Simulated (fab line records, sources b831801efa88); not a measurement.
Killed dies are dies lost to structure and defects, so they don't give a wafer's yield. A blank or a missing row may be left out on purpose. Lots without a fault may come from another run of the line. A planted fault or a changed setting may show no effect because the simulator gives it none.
Which tool did it? | flow sky130 | 11 lots, 33 wafers sampled, at 4 steps of a route of 708

WHAT THE GAUGES READ, wafer by wafer
SKY_CAP2M_THK_MEAS_04: measures by xrf. Usual: CAP2M_TIN_THK 200.8 nm, standard deviation 1.8.
lot  | measured     | on            | CAP2M_TIN_THK (nm) | flag
L562 | day 40 16:32 | film_metro-02 | 200.1 203.1 202.1  |
L564 | day 41 21:43 | film_metro-04 | 200.7 202.2 200.9  |
L565 | day 41 23:10 | film_metro-01 | 202.7 202.3 202.9  |
L569 | day 42 19:22 | film_metro-02 | 199.7 199.8 200.2  |
L570 | day 43 00:50 | film_metro-01 | 201.9 200.5 201.4  |
L572 | day 43 19:09 | film_metro-02 | 202.6 202.0 201.8  |
L573 | day 44 00:10 | film_metro-02 | 199.1 197.7 198.6  |
L574 | day 44 03:50 | film_metro-02 | 200.4 202.0 200.2  |
L579 | day 45 10:38 | film_metro-04 | 199.8 200.8 201.0  |
L581 | day 45 21:53 | film_metro-04 | 204.6 203.3 201.9  |
L582 | day 46 01:37 | film_metro-04 | 203.3 202.4 204.2  |

WHICH TOOL RAN EACH LOT (tool, then ch and the chambers of the sampled wafers, then the start)
lot  | SKY_VIA3_ETCH_14                   | SKY_VIA3_CVD_21               | SKY_METAL4_SPUTTER_02
L562 | rie_diel-03 ch 2,3, day 40 14:40   | cvd_w-02 ch 0, day 40 15:28   | pvd_sputter-01, day 40 16:07
L564 | rie_diel-02 ch 0,1, day 41 19:25   | cvd_w-02 ch 0,1, day 41 20:41 | pvd_sputter-03, day 41 21:17
L565 | rie_diel-02 ch 0,3, day 41 20:55   | cvd_w-02 ch 0,1, day 41 22:05 | pvd_sputter-03, day 41 22:44
L569 | rie_diel-03 ch 0,1, day 42 17:31   | cvd_w-02 ch 0,1, day 42 18:17 | pvd_sputter-03, day 42 18:57
L570 | rie_diel-03 ch 2,3, day 42 22:59   | cvd_w-01 ch 0,1, day 42 23:46 | pvd_sputter-02, day 43 00:25
L572 | rie_diel-03 ch 0,1,2, day 43 17:20 | cvd_w-01 ch 0,1, day 43 18:05 | pvd_sputter-03, day 43 18:44
L573 | rie_diel-03 ch 0,2, day 43 22:10   | cvd_w-01 ch 0, day 43 23:05   | pvd_sputter-03, day 43 23:44
L574 | rie_diel-04 ch 1,2,3, day 44 01:55 | cvd_w-02 ch 0, day 44 02:46   | pvd_sputter-03, day 44 03:25
L579 | rie_diel-02 ch 0,1,2, day 45 08:49 | cvd_w-02 ch 0,1, day 45 09:34 | pvd_sputter-03, day 45 10:13
L581 | rie_diel-03 ch 1,2,3, day 45 19:46 | cvd_w-02 ch 0,1, day 45 20:35 | pvd_sputter-01, day 45 21:28
L582 | rie_diel-04 ch 0,2, day 45 23:47   | cvd_w-02 ch 0,1, day 46 00:33 | pvd_sputter-01, day 46 01:12
- SKY_VIA3_ETCH_14: etches BARC in N2/H2, stops on SiO2, time 45.9 s, target depth 60 nm.
- SKY_VIA3_CVD_21: deposits W, target thk 390 nm, time 117.31 s.
- SKY_METAL4_SPUTTER_02: material AlCu, target thk 735 nm, time 39.1 s.

WHAT THE TOOLS THEMSELVES READ (means of the sampled wafers that have a number; where no wafer has one, the mark that the record gives instead)
SKY_VIA3_ETCH_14. Usual: drypump_motor_current_A 5.7 A, standard deviation 0.55; oes_product_au 0.854 a.u., standard deviation 0.0048; rf_fwd_power_W 495.3 W, standard deviation 2; throttle_valve_pct 13.226 %, standard deviation 0.0086.
lot  | tool        | drypump_motor_current_A (A) | oes_product_au (a.u.) | rf_fwd_power_W (W) | throttle_valve_pct (%) | flag
L562 | rie_diel-03 | 5.4                         | 0.851                 | 494.5              | 13.225                 |
L564 | rie_diel-02 | 5.9                         | 0.855                 | 496.2              | 13.218                 |
L565 | rie_diel-02 | 5.7                         | 0.854                 | 498.2              | 13.225                 |
L569 | rie_diel-03 | 5.6                         | 0.851                 | 495.4              | 13.224                 |
L570 | rie_diel-03 | 6.0                         | 0.857                 | 493.8              | 13.224                 |
L572 | rie_diel-03 | 5.9                         | 0.851                 | 494.2              | 13.226                 |
L573 | rie_diel-03 | 6.3                         | 0.852                 | 493.8              | 13.227                 |
L574 | rie_diel-04 | 5.9                         | 0.856                 | 495.5              | 13.226                 |
L579 | rie_diel-02 | 5.7                         | 0.853                 | 495.4              | 13.232                 |
L581 | rie_diel-03 | 5.6                         | 0.854                 | 494.8              | 13.227                 |
L582 | rie_diel-04 | 5.4                         | 0.855                 | 496.5              | 13.228                 |

SKY_VIA3_CVD_21. Usual: heater_power_w 853 W, standard deviation 69.
lot  | tool     | heater_power_w (W) | flag
L562 | cvd_w-02 | 803                |
L564 | cvd_w-02 | 849                |
L565 | cvd_w-02 | 854                |
L569 | cvd_w-02 | 859                |
L570 | cvd_w-01 | 888                |
L572 | cvd_w-01 | 904                |
L573 | cvd_w-01 | 776                |
L574 | cvd_w-02 | 826                |
L579 | cvd_w-02 | 868                |
L581 | cvd_w-02 | 855                |
L582 | cvd_w-02 | 844                |

SKY_METAL4_SPUTTER_02. Usual: cathode_dc_power_W 10600 W, standard deviation 1.9; throttle_valve_pct 29.9 %, standard deviation 1.1.
lot  | tool           | cathode_dc_power_W (W) | throttle_valve_pct (%) | flag
L562 | pvd_sputter-01 | 10601                  | 30.2                   |
L564 | pvd_sputter-03 | 10598                  | 29.5                   |
L565 | pvd_sputter-03 | 10598                  | 29.5                   |
L569 | pvd_sputter-03 | 10599                  | 29.5                   |
L570 | pvd_sputter-02 | 10597                  | 29.6                   |
L572 | pvd_sputter-03 | 10601                  | 29.5                   |
L573 | pvd_sputter-03 | 10045                  | 29.7                   | OFF
L574 | pvd_sputter-03 | 10324                  | 29.7                   | OFF
L579 | pvd_sputter-03 | 10324                  | 30.0                   | OFF
L581 | pvd_sputter-01 | 10598                  | 29.3                   |
L582 | pvd_sputter-01 | 10600                  | 30.5                   |

THE ANSWER, worked out from the rows above alone
Rule: a lot is off if the mean of its wafers that have a number lies more than 3 standard deviations from the usual mean. A lot without any number at a reading at which 4 lots or more have one is off too. The other lots that the step has rows for count as sound. The gauges are gone through in route order, then the tools' own readings, and for those a lot's mean is taken as printed above. The first step at which some lot is off is used, and at that step the reading that is off furthest; a lot without a number counts as furthest.
Off: L573, L574, L579, at SKY_METAL4_SPUTTER_02 (cathode_dc_power_W).
A tool fits if, at that step or a process step before it, it ran every lot that is off, and no sound lot after the first of them. One fits: pvd_sputter-03 at SKY_METAL4_SPUTTER_02. Its last sound lot is L572 (day 43 18:44), its first lot that is off L573 (day 43 23:44): a fault that began between those two fits.
The tool's own readings at SKY_METAL4_SPUTTER_02 bear it out: on the lots that are off they differ by more than 5 times the standard deviation of the sound lots' means. cathode_dc_power_W reads 10231 W there against 10599 W on the sound lots.

WHAT THE SIMULATOR HAD PUT IN
Process parameter drift: pvd_sputter-03, from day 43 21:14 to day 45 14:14, at SKY_METAL4_SPUTTER_02. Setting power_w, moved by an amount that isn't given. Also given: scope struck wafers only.
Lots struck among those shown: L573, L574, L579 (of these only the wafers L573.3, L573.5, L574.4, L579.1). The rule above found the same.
